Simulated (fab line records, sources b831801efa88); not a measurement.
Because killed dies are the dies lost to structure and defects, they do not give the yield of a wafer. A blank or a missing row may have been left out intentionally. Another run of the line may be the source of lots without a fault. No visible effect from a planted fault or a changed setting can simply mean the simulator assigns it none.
A single fault, viewed from 2 desks / flow sfqLine / what lay behind the numbers comes last; until then each desk has only its own

FROM THE METROLOGY DESK
Means of the sampled wafers that have a number, per lot and without regard to the tool the lot ran on: this is what the gauges read. A lot is out of limits, marked OUT, if its mean lies more than 4 standard deviations from the usual mean; the brackets give that distance.
Columns: A = M1_OVL at SFQ_M1_OVL_MEAS_911, usual 1 nm; B = M2_NB_RS at SFQ_M2_RS_MEAS_914, usual 0.893 ohm/sq
lot=L480; first seen here=day 24 03:29; A=5; B=0.896
lot=L481; first seen here=day 24 11:53; A=-2; B=0.898
lot=L482; first seen here=day 25 09:29; A=5; B=0.894
lot=L486; first seen here=day 27 09:13; A=-0; B=0.881
lot=L487; first seen here=day 27 23:37; A=-0; B=0.898
lot=L488; first seen here=day 28 08:02; A=0; B=0.890
lot=L489; first seen here=day 28 23:17; A=1; B=0.892
lot=L491; first seen here=day 29 08:53; A=1; B=0.882
lot=L492; first seen here=day 29 16:05; A=2; B=0.898
lot=L494; first seen here=day 30 06:38; A=2; B=0.890
lot=L496; first seen here=day 31 09:08; A=3; B=0.893
lot=L497; first seen here=day 31 17:32; A=-6; B=0.937 (+6.0) OUT
lot=L499; first seen here=day 32 22:56; A=-8; B=0.929 (+4.9) OUT
lot=L503; first seen here=day 34 12:10; A=1; B=0.896
This desk's result: L497, L499 out of limits, first on L497 (M2_NB_RS at SFQ_M2_RS_MEAS_914), day 38 11:17. L480, L481, L482, L486, L487, L488, L489, L491, L492, L494, L496, L503: within limits.

FOR THE TOOL OWNER'S DESK: pvdSputter-03
The tool's own readings at SFQ_TRILAYER_M2_DEP_SPUTTER_055 (material Nb, target thk 200 nm, time 133.3 s): means of the sampled wafers that have a number, for each lot that ran on this tool. A lot is out of limits, marked OUT, if its mean lies more than 4 standard deviations from the usual mean; the brackets give that distance.
Columns: A = cathodeDcPowerW at SFQ_TRILAYER_M2_DEP_SPUTTER_055, usual 2000.0 W; B = throttleValvePct at SFQ_TRILAYER_M2_DEP_SPUTTER_055, usual 29.8 %
lot=L486; first seen here=day 34 09:34; A=1999.9; B=30.0
lot=L492; first seen here=day 36 12:16; A=2000.0; B=29.9
lot=L496; first seen here=day 38 00:24; A=2000.4; B=29.7
lot=L497; first seen here=day 38 11:11; A=1922.5 (-99 or more) OUT; B=29.8
lot=L499; first seen here=day 39 08:15; A=1922.1 (-99 or more) OUT; B=29.7
This desk's finding: out of limits on L497, L499; first on L497, day 38 11:11 (cathodeDcPowerW at SFQ_TRILAYER_M2_DEP_SPUTTER_055). L486, L492, L496: within limits.

PUT TOGETHER
On L497, L499, at day 38 11:11, an alarm was possible from the tool owner's desk.
At day 38 11:17 the metrology desk could have sounded an alarm, on L497, L499.
Of the lots named, all ran SFQ_TRILAYER_M2_DEP_SPUTTER_055 on pvdSputter-03.

WHAT THE SIMULATOR HAD PUT IN
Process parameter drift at SFQ_TRILAYER_M2_DEP_SPUTTER_055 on pvdSputter-03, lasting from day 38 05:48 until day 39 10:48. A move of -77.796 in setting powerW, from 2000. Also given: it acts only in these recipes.
Lots struck among those shown: L497, L499.
Counting hours from when the fault started, the first reading out of limits came at 5 for the tool owner's desk and at 5 for the metrology desk.
